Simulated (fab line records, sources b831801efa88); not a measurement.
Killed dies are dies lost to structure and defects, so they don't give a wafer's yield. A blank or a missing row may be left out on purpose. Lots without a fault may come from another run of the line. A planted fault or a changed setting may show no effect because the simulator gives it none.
fab line records | flow sky130
record lots=7 wafers=21 last_day=48
route steps=708 shown VT_ADJUST_NCORE@128 VT_ADJUST_HVTR@131 VT_ADJUST_PCH@143 PAD_OPEN@708
lots that met no fault: from a run of the same line without faults
start_h: hours from the record's first day to the start of the lot's first wafer shown | wait_h: hours since the lot's step before | " the same as in the row above | L1.1+2: a row that stands for several wafers | - no value, or no start given | * or withheld: withheld | < > ~ a bound
route shown NAME@n: a module of which the file shows steps, and the number in the route of the first | usual: mean/standard deviation of fault-free wafers | same: alike in all rows | chamber/n: place in a boat | sites: the reading at each site | _std_site: their standard deviation | _edge_site: outer sites' mean less inner sites' | radius_mm: how far each site lies from the wafer's centre | mask NAME#n: copy n | behind: the tool/chamber that last shaped the wafer | hold: why the lot was held/for how many hours/how that ended | device: the transistor (n, p or np) that didn't switch | end of line: the same wafers' tests at the end of the route | a step without rows: its recipe alone | killed: dies lost to structure and defects at the first sort, not the wafer's yield | map: a wafer's dies, x killed, . not, _ none there
set.NAME: the setting as run; set.NAME@STEP: as run at that earlier step | model.NAME: the simulator's own value behind a step, which no gauge read
lots at some steps of the route; a table a step, a row a wafer
services: from which hour (start_h, from the record's first day; less than 0 if before it) a tool's chamber was out of use, for how many hours, and why
## steps
# step SKY_VT_ADJUST_NCORE_IMPLANT_09
# recipe species=B energy_kev=10 dose_cm2=2.4e+12 tilt_deg=withheld
# step SKY_VT_ADJUST_NCORE_STRIP_10
# recipe chemistry=O2/N2 power_w=1400 pressure_mtorr=1500 platen_temp_c=withheld o2_flow_sccm=3000 n2_flow_sccm=300 overash_fraction=0.5
# usual drypump_motor_current_A=6.0/0.47 oes_product_au=0.715/0.0043 strip_time_to_endpoint_s=14.282/0.03
# columns lot.wafer tool chamber start_h wait_h drypump_motor_current_A oes_product_au rf_hours_counter_h strip_time_to_endpoint_s
L683.4 plasma_asher-02 0 203.92 0.1 5.5 0.712 - 14.261
L683.5 " 0 " " 5.5 0.715 - 14.316
L683.6 " 1 " " 6.4 0.716 - 14.300
L685.1 plasma_asher-02 1 217.03 0.1 6.4 0.713 54 14.248
L685.4 " 1 " " 6.4 0.718 - 14.259
L685.5 " 1 " " 6.4 0.708 - 14.194
L686.1 plasma_asher-01 1 220.23 0.1 6.4 0.707 11 14.322
L686.2 " 0 " " 5.5 0.705 11 14.384
L686.6 " 0 " " 5.5 0.712 - 14.318
L687.3 plasma_asher-01 1 231.52 0.1 6.4 0.714 - 14.281
L687.4 " 0 " " 5.5 0.719 - 14.243
L687.5 " 1 " " 6.4 0.714 - 14.239
L690.2 plasma_asher-02 0 245.83 0.1 5.5 0.722 56 14.258
L690.4 " 1 " " 6.4 0.720 - 14.282
L690.5 " 1 " " 6.4 0.717 - 14.285
L694.4 plasma_asher-03 0 279.82 0.1 5.5 0.715 - 14.295
L694.5 " 0 " " 5.5 0.721 - 14.290
L694.6 " 1 " " 6.5 0.718 - 14.272
L695.1 plasma_asher-01 0 286.28 0.1 5.5 0.718 17 14.253
L695.3 " 0 " " 5.5 0.713 - 14.290
L695.5 " 1 " " 6.4 0.703 - 14.267
# step SKY_VT_ADJUST_NCORE_TW_MEAS_11
# usual VT_ADJUST_NCORE_TW=217.3/1.9
# columns lot.wafer tool chamber start_h wait_h VT_ADJUST_NCORE_TW
L683.4 film_metro-03 - 204.01 0.1 218.0
L683.5 " - " " 219.7
L683.6 " - " " 219.1
L685.1 film_metro-02 - 217.13 0.1 215.7
L685.4 " - " " 216.8
L685.5 " - " " 215.2
L686.1 film_metro-02 - 220.33 0.1 215.4
L686.2 " - " " 217.5
L686.6 " - " " 216.1
L687.3 film_metro-01 - 231.60 0.1 218.6
L687.4 " - " " 218.2
L687.5 " - " " 218.0
L690.2 film_metro-03 - 245.94 0.1 219.5
L690.4 " - " " 219.1
L690.5 " - " " 218.9
L694.4 film_metro-02 - 279.91 0.1 216.2
L694.5 " - " " 216.0
L694.6 " - " " 216.4
L695.1 film_metro-03 - 286.38 0.1 217.7
L695.3 " - " " 218.6
L695.5 " - " " 218.6
# step SKY_VT_ADJUST_HVTR_DEHYDRATE_00
# recipe temp_c=200 time_s=60
# step SKY_VT_ADJUST_HVTR_HMDS_01
# recipe prime_time_s=60 prime_temp_c=120
# step SKY_VT_ADJUST_HVTR_COAT_02
# recipe resist=NOVOLAK spin_rpm=3000 resist_thk_nm=1140
# step SKY_VT_ADJUST_HVTR_SOFTBAKE_03
# recipe temp_c=90 time_s=60 resist=NOVOLAK
# step SKY_VT_ADJUST_HVTR_EXPOSE_04
# recipe mask_id=HVTRM target_cd_nm=380 na=0.6 source_shape=conventional sigma_outer=0.6 dose_mj=150
# step SKY_VT_ADJUST_HVTR_PEB_05
# recipe temp_c=withheld time_s=* resist=NOVOLAK
# step SKY_VT_ADJUST_HVTR_DEVELOP_06
# recipe develop_time_s=60 dev_temp_c=23
# step SKY_VT_ADJUST_HVTR_CD_MEAS_07
# recipe target_cd_nm=380
# usual cd_nm=379.6/3
# columns lot.wafer tool chamber start_h wait_h cd_nm
L683.4 cd_sem-02 - 225.05 0.1 380.2
L683.5 " - " " 380.5
L683.6 " - " " 381.5
L685.1 cd_sem-01 - 239.95 0.1 382.3
L685.4 " - " " 381.2
L685.5 " - " " 384.7
L686.1 cd_sem-01 - 242.95 0.1 375.0
L686.2 " - " " 374.4
L686.6 " - " " 373.3
L687.3 cd_sem-02 - 255.08 0.1 378.2
L687.4 " - " " 376.4
L687.5 " - " " 377.9
L690.2 cd_sem-01 - 268.27 0.1 385.3
L690.4 " - " " 383.9
L690.5 " - " " 384.7
L694.4 cd_sem-02 - 305.50 0.1 380.0
L694.5 " - " " 378.1
L694.6 " - " " 376.1
L695.1 cd_sem-02 - 311.24 0.1 378.4
L695.3 " - " " 380.4
L695.5 " - " " 379.6
# step SKY_VT_ADJUST_HVTR_OVL_MEAS_08
# usual VT_ADJUST_HVTR_OVL=-0.9/1.3
# columns lot.wafer tool chamber start_h wait_h VT_ADJUST_HVTR_OVL[nm]
L683.4 overlay-02 - 225.12 0.1 -1.3
L683.5 " - " " -1.0
L683.6 " - " " 1.3
L685.1 overlay-02 - 240.07 0.1 0.0
L685.4 " - " " 1.0
L685.5 " - " " -0.1
L686.1 overlay-02 - 243.07 0.1 -1.4
L686.2 " - " " 0.9
L686.6 " - " " -1.3
L687.3 overlay-01 - 255.17 0.1 2.0
L687.4 " - " " 1.4
L687.5 " - " " -0.1
L690.2 overlay-02 - 268.38 0.1 -0.2
L690.4 " - " " -0.2
L690.5 " - " " -0.5
L694.4 overlay-01 - 305.57 0.1 -0.7
L694.5 " - " " 0.2
L694.6 " - " " -0.5
L695.1 overlay-02 - 311.36 0.1 -0.7
L695.3 " - " " -2.2
L695.5 " - " " -1.3
# step SKY_VT_ADJUST_HVTR_IMPLANT_09
# recipe species=B energy_kev=10 dose_cm2=2.1e+12 tilt_deg=withheld
# usual dose_ions_cm2=2.0995e+12/2.2e+09 end_station_pressure_torr=4.99e-06/2.7e-07 faraday_current_uA=11.81/0.23
# columns lot.wafer tool chamber start_h wait_h dose_ions_cm2 end_station_pressure_torr faraday_current_uA
L683.4 implanter-03 0 225.22 0.1 2.0977e+12 4.82e-06 11.80
L683.5 " 0 " " 2.1026e+12 4.71e-06 11.48
L683.6 " 0 " " 2.102e+12 5.32e-06 11.75
L685.1 implanter-03 0 240.11 0.0 1.164e+12 4.76e-06 6.55
L685.4 " 0 " " 1.1665e+12 4.94e-06 6.41
L685.5 " 0 " " 1.1641e+12 4.99e-06 6.70
L686.1 implanter-01 0 243.11 0.0 2.0992e+12 5.18e-06 11.61
L686.2 " 0 " " 2.0978e+12 5.03e-06 11.81
L686.6 " 0 " " 2.0965e+12 5.55e-06 11.86
L687.3 implanter-03 0 255.24 0.1 1.162e+12 4.95e-06 6.35
L687.4 " 0 " " 1.1651e+12 5.2e-06 6.42
L687.5 " 0 " " 1.1635e+12 4.82e-06 6.57
L690.2 implanter-03 0 268.43 0.0 1.1641e+12 4.83e-06 6.66
L690.4 " 0 " " 1.1631e+12 4.72e-06 6.51
L690.5 " 0 " " 1.1625e+12 4.97e-06 6.60
L694.4 implanter-01 0 305.67 0.1 2.1e+12 5.06e-06 11.87
L694.5 " 0 " " 2.0973e+12 5.27e-06 11.89
L694.6 " 0 " " 2.099e+12 5.42e-06 11.81
L695.1 implanter-01 0 311.39 0.0 2.1039e+12 4.87e-06 12.28
L695.3 " 0 " " 2.1034e+12 5.05e-06 11.85
L695.5 " 0 " " 2.1024e+12 4.94e-06 12.08
# step SKY_VT_ADJUST_HVTR_STRIP_10
# recipe chemistry=O2/N2 power_w=1400 pressure_mtorr=1500 platen_temp_c=withheld o2_flow_sccm=3000 n2_flow_sccm=300 overash_fraction=0.5
# usual drypump_motor_current_A=5.9/0.51 oes_product_au=0.715/0.0046 strip_time_to_endpoint_s=14.20/0.041
# columns lot.wafer tool chamber start_h wait_h drypump_motor_current_A oes_product_au rf_hours_counter_h strip_time_to_endpoint_s
L683.4 plasma_asher-04 1 225.33 0.1 5.1 0.721 - 14.15
L683.5 " 1 " " 5.1 0.714 - 14.14
L683.6 " 0 " " 6.2 0.717 - 14.17
L685.1 plasma_asher-03 1 240.26 0.1 6.4 0.716 34 14.18
L685.4 " 1 " " 6.5 0.707 - 14.15
L685.5 " 0 " " 5.5 0.721 - 14.14
L686.1 plasma_asher-03 1 243.26 0.1 6.5 0.719 34 14.17
L686.2 " 0 " " 5.5 0.724 34 14.15
L686.6 " 1 " " 6.5 0.726 - 14.15
L687.3 plasma_asher-04 1 255.38 0.1 5.1 0.715 - 14.18
L687.4 " 0 " " 6.2 0.719 - 14.22
L687.5 " 1 " " 5.1 0.718 - 14.18
L690.2 plasma_asher-02 1 268.56 0.1 6.4 0.721 59 14.10
L690.4 " 0 " " 5.4 0.719 - 14.17
L690.5 " 0 " " 5.4 0.709 - 14.14
L694.4 plasma_asher-02 0 305.78 0.1 5.4 0.712 - 14.27
L694.5 " 1 " " 6.4 0.720 - 14.24
L694.6 " 0 " " 5.4 0.713 - 14.24
L695.1 plasma_asher-03 1 311.54 0.1 6.5 0.715 41 14.24
L695.3 " 0 " " 5.5 0.720 - 14.22
L695.5 " 0 " " 5.5 0.717 - 14.16
# step SKY_VT_ADJUST_HVTR_TW_MEAS_11
# usual VT_ADJUST_HVTR_TW=210.9/1.1
# columns lot.wafer tool chamber start_h wait_h VT_ADJUST_HVTR_TW
L683.4 film_metro-03 - 225.42 0.1 211.6
L683.5 " - " " 210.4
L683.6 " - " " 210.0
L685.1 film_metro-03 - 240.36 0.1 179.2
L685.4 " - " " 178.6
L685.5 " - " " 180.2
L686.1 film_metro-03 - 243.36 0.1 211.9
L686.2 " - " " 211.4
L686.6 " - " " 211.7
L687.3 film_metro-01 - 255.46 0.1 179.1
L687.4 " - " " 180.0
L687.5 " - " " 179.7
L690.2 film_metro-03 - 268.67 0.1 177.3
L690.4 " - " " 180.1
L690.5 " - " " 179.5
L694.4 film_metro-04 - 305.87 0.1 211.7
L694.5 " - " " 211.4
L694.6 " - " " 210.8
L695.1 film_metro-01 - 311.64 0.1 211.3
L695.3 " - " " 209.4
L695.5 " - " " 209.8
# step SKY_VT_ADJUST_PCH_DEHYDRATE_00
# recipe temp_c=200 time_s=60
# step SKY_PAD_OPEN_PROBE_99
# usual killed_at_M0_to_M3=43/5.9 killed_at_M4_up=3.3/1.9 killed_at_contacts=24/5.6 killed_at_front_end=15/4.1 killed_at_other=0.4/0.66 killed_dies=86/9 killed_open=47/6.9 killed_short=39/6.2
# same gross_dies=492 killed_at_back_side=0
# columns lot.wafer tool chamber start_h wait_h killed_at_M0_to_M3 killed_at_M4_up killed_at_contacts killed_at_front_end killed_at_other killed_dies killed_open killed_short model.etest.pfet_01v8_mvt.drive_ua_um model.etest.pfet_01v8_mvt.off_log10_a_um model.etest.pfet_01v8_mvt.vt_sat_v model.etest.pfet_01v8_mvt.vt_v model.etest.pfet_01v8_mvt.vt_long_v
L683.4 prober-02 - 1088.79 0.2 42 8 17 18 2 87 54 33 151.1 -11.03 -0.603 -0.6865 -0.8848
L683.5 prober-02 - 1088.84 0.2 48 1 17 7 0 73 43 30 153.4 -11.03 -0.5911 -0.6774 -0.8805
L683.6 prober-02 - 1088.89 0.2 52 3 14 10 1 80 43 37 151.8 -10.91 -0.5913 -0.6763 -0.8795
L685.1 prober-02 - 1101.77 0.1 42 5 29 20 0 96 57 39 133.9 -12.3 -0.6984 -0.7638 -0.9605
L685.4 prober-02 - 1101.92 0.2 36 6 18 15 2 77 36 41 132.8 -12.37 -0.7078 -0.771 -0.9675
L685.5 prober-02 - 1101.97 0.2 33 7 31 15 0 86 47 39 133.2 -12.46 -0.7036 -0.767 -0.9617
L686.1 prober-01 - 1105.80 0.1 39 0 25 15 0 79 50 28 157.7 -10.6 -0.5704 -0.6595 -0.8589
L686.2 prober-01 - 1105.85 0.1 45 2 21 10 0 78 38 39 157.3 -10.54 -0.5566 -0.6472 -0.857
L686.6 prober-01 - 1106.05 0.2 45 2 27 16 0 90 52 36 160 -10.58 -0.5549 -0.646 -0.8524
L687.3 prober-02 - 1107.67 0.2 40 6 22 13 0 81 43 38 137 -12.35 -0.6934 -0.7598 -0.9539
L687.4 prober-02 - 1107.72 0.2 48 1 16 13 0 78 42 36 134.8 -12.28 -0.6939 -0.7603 -0.955
L687.5 prober-02 - 1107.77 0.2 39 2 32 17 0 90 51 38 136.3 -12.39 -0.6942 -0.7615 -0.9592
L690.2 prober-01 - 1126.09 0.1 46 2 27 13 1 89 44 44 135.6 -12.16 -0.694 -0.7592 -0.9597
L690.4 prober-01 - 1126.19 0.2 41 3 32 11 0 87 48 39 136.9 -12.08 -0.6974 -0.7632 -0.9598
L690.5 prober-01 - 1126.24 0.2 48 3 19 14 1 85 44 41 134.1 -12.26 -0.6988 -0.7652 -0.9588
L694.4 prober-01 - 1157.85 0.2 38 4 28 14 1 85 47 37 149.9 -10.7 -0.5764 -0.6624 -0.865
L694.5 prober-01 - 1157.90 0.2 39 3 23 25 1 91 56 33 150.9 -10.83 -0.5841 -0.6682 -0.88
L694.6 prober-01 - 1157.95 0.2 41 1 34 17 1 94 46 48 150 -10.88 -0.5889 -0.6728 -0.8778
L695.1 prober-02 - 1160.45 0.1 37 1 25 15 0 78 40 38 156.8 -10.26 -0.5478 -0.6362 -0.841
L695.3 prober-02 - 1160.55 0.2 37 6 21 17 1 82 38 44 157.7 -10.19 -0.539 -0.6294 -0.8367
L695.5 prober-02 - 1160.65 0.2 43 5 27 23 0 98 60 38 156 -10.31 -0.5383 -0.6276 -0.8371
# killed by level:class
L683.4 VIA2:geometric_particle:open=9 VIA1:geometric_particle:open=8 LI_CONTACT:geometric_particle:open=7 VIA3:geometric_particle:open=7 FIELD_ISO:geometric_particle:open=6 POLY_GATE:geometric_particle:open=5 CONTACT:geometric_particle:open=5 METAL4:geometric_particle:short=5
L683.5 VIA3:geometric_particle:open=13 METAL1:geometric_particle:short=8 VIA1:geometric_particle:open=8 CONTACT:geometric_particle:open=6 LI_CONTACT:geometric_particle:open=4 METAL2:geometric_particle:short=4 VIA2:geometric_particle:short=3 CONTACT:geometric_particle:short=3
L683.6 VIA1:geometric_particle:open=15 VIA2:geometric_particle:open=8 METAL2:geometric_particle:short=6 VIA3:geometric_particle:open=6 FIELD_ISO:geometric_particle:short=4 CONTACT:geometric_particle:short=4 METAL1:geometric_particle:short=4 VIA2:geometric_particle:short=4
L685.1 VIA1:geometric_particle:open=12 CONTACT:geometric_particle:open=9 CONTACT:geometric_particle:short=7 VIA3:geometric_particle:open=6 LI_CONTACT:geometric_particle:open=5 VIA3:geometric_particle:short=5 FIELD_ISO:geometric_particle:open=4 POLY_GATE:geometric_particle:open=4
L685.4 VIA1:geometric_particle:open=10 CONTACT:geometric_particle:open=6 LI_CONTACT:geometric_particle:open=5 METAL2:geometric_particle:short=4 FIELD_ISO:geometric_particle:short=4 LOCAL_INTERCONNECT:geometric_particle:short=4 METAL1:geometric_particle:short=4 METAL1:geometric_particle:open=4
L685.5 CONTACT:geometric_particle:open=13 LOCAL_INTERCONNECT:geometric_particle:short=8 VIA1:geometric_particle:open=7 METAL2:geometric_particle:short=5 POLY_GATE:geometric_particle:open=5 VIA3:geometric_particle:open=5 FIELD_ISO:geometric_particle:short=4 VIA2:geometric_particle:open=4
L686.1 CONTACT:geometric_particle:open=12 VIA1:geometric_particle:open=10 CONTACT:geometric_particle:short=7 VIA2:geometric_particle:open=6 VIA3:geometric_particle:open=6 SPACER:geometric_particle:open=5 METAL1:geometric_particle:short=4 VIA2:geometric_particle:short=4
L686.2 METAL1:geometric_particle:short=9 CONTACT:geometric_particle:open=9 METAL2:geometric_particle:short=7 VIA2:geometric_particle:open=6 VIA1:geometric_particle:short=5 VIA1:geometric_particle:open=5 CONTACT:geometric_particle:short=4 METAL3:geometric_particle:short=4
L686.6 CONTACT:geometric_particle:open=13 VIA1:geometric_particle:open=12 METAL2:geometric_particle:short=8 LI_CONTACT:geometric_particle:open=6 CONTACT:geometric_particle:short=5 VIA2:geometric_particle:open=5 VIA3:geometric_particle:open=5 POLY_GATE:geometric_particle:short=4
L687.3 LI_CONTACT:geometric_particle:open=7 VIA3:geometric_particle:open=7 VIA1:geometric_particle:open=7 VIA1:geometric_particle:short=7 CONTACT:geometric_particle:short=6 CONTACT:geometric_particle:open=5 VIA2:geometric_particle:open=5 VIA3:geometric_particle:short=5
L687.4 METAL2:geometric_particle:short=10 VIA1:geometric_particle:open=8 VIA3:geometric_particle:open=8 CONTACT:geometric_particle:open=7 METAL3:geometric_particle:short=5 VIA2:geometric_particle:open=4 LI_CONTACT:geometric_particle:open=4 FIELD_ISO:geometric_particle:short=3
L687.5 CONTACT:geometric_particle:open=14 VIA2:geometric_particle:open=8 LI_CONTACT:geometric_particle:open=7 VIA1:geometric_particle:open=6 FIELD_ISO:geometric_particle:open=5 VIA3:geometric_particle:open=5 CONTACT:geometric_particle:short=5 METAL2:geometric_particle:short=5
L690.2 LI_CONTACT:geometric_particle:open=8 CONTACT:geometric_particle:short=8 CONTACT:geometric_particle:open=8 METAL2:geometric_particle:short=8 VIA1:geometric_particle:open=7 METAL1:geometric_particle:short=7 FIELD_ISO:geometric_particle:open=4 VIA3:geometric_particle:open=4
L690.4 CONTACT:geometric_particle:open=14 CONTACT:geometric_particle:short=9 VIA2:geometric_particle:open=8 VIA1:geometric_particle:open=8 METAL2:geometric_particle:short=5 POLY_GATE:geometric_particle:short=4 LI_CONTACT:geometric_particle:open=4 METAL3:geometric_particle:short=4
L690.5 VIA1:geometric_particle:open=12 METAL2:geometric_particle:short=8 CONTACT:geometric_particle:open=7 METAL1:geometric_particle:short=6 CONTACT:geometric_particle:short=6 VIA2:geometric_particle:open=6 METAL2:geometric_particle:open=5 LOCAL_INTERCONNECT:geometric_particle:short=4
L694.4 CONTACT:geometric_particle:open=14 VIA1:geometric_particle:open=14 VIA3:geometric_particle:open=6 FIELD_ISO:geometric_particle:short=5 POLY_GATE:geometric_particle:short=5 VIA2:geometric_particle:short=5 VIA2:geometric_particle:open=4 LI_CONTACT:geometric_particle:open=4
L694.5 VIA1:geometric_particle:open=13 FIELD_ISO:geometric_particle:open=10 CONTACT:geometric_particle:open=10 LI_CONTACT:geometric_particle:open=7 VIA1:geometric_particle:short=7 POLY_GATE:geometric_particle:open=6 FIELD_ISO:geometric_particle:short=5 VIA3:geometric_particle:open=5
L694.6 CONTACT:geometric_particle:open=16 VIA1:geometric_particle:short=12 CONTACT:geometric_particle:short=8 LI_CONTACT:geometric_particle:open=7 VIA1:geometric_particle:open=7 POLY_GATE:geometric_particle:short=6 FIELD_ISO:geometric_particle:open=4 POLY_GATE:geometric_particle:open=4
L695.1 CONTACT:geometric_particle:open=11 METAL1:geometric_particle:short=8 FIELD_ISO:geometric_particle:open=6 METAL2:geometric_particle:short=5 VIA3:geometric_particle:open=5 LI_CONTACT:geometric_particle:open=4 LOCAL_INTERCONNECT:geometric_particle:short=4 CONTACT:geometric_particle:short=4
L695.3 VIA2:geometric_particle:open=8 LI_CONTACT:geometric_particle:open=7 CONTACT:geometric_particle:open=7 CONTACT:geometric_particle:short=6 VIA1:geometric_particle:short=6 METAL1:geometric_particle:short=6 METAL2:geometric_particle:short=6 FIELD_ISO:geometric_particle:short=5
L695.5 CONTACT:geometric_particle:open=17 VIA3:geometric_particle:open=11 METAL2:geometric_particle:short=10 POLY_GATE:geometric_particle:short=6 VIA1:geometric_particle:open=6 FIELD_ISO:geometric_particle:open=5 LI_CONTACT:geometric_particle:open=4 CONTACT:geometric_particle:short=4
## services
# columns tool chamber start_h hours kind
implanter-01 - 288.91 3.0 repair
## key
first_sign step=SKY_VT_ADJUST_HVTR_IMPLANT_09 reading=dose_ions_cm2 direction=down sigmas=99+ usual=* struck=*
effect step=SKY_VT_ADJUST_HVTR_IMPLANT_09 reading=faraday_current_uA direction=down sigmas=23 usual=11.81 struck=6.53
effect step=SKY_VT_ADJUST_HVTR_TW_MEAS_11 reading=VT_ADJUST_HVTR_TW direction=down sigmas=28 usual=210.9 struck=179.3
model_effect step=SKY_PAD_OPEN_PROBE_99 value=etest.pfet_01v8_mvt.drive_ua_um without=152.1 struck=134.9
met_at SKY_VT_ADJUST_HVTR_IMPLANT_09
struck_wafers L685.1,L685.4,L685.5,L687.3,L687.4,L687.5,L690.2,L690.4,L690.5
tester_left_out L685,L687,L690
onset_between 225.22 240.11
fault kind=process_parameter_drift tool=implanter-03 chamber=- onset_h=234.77 steps=SKY_VT_ADJUST_HVTR_IMPLANT_09 channel=dose_cm2 offset=* shape=step end_h=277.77 acts_in=* stated=*
# tester_left_out: of these lots the tester's yield and bins aren't shown, on N5 and GAA mostly nor the transistor test; their killed dies are dies lost to structure and defects alone, not to doping, threshold or leakage, so they don't give the yield
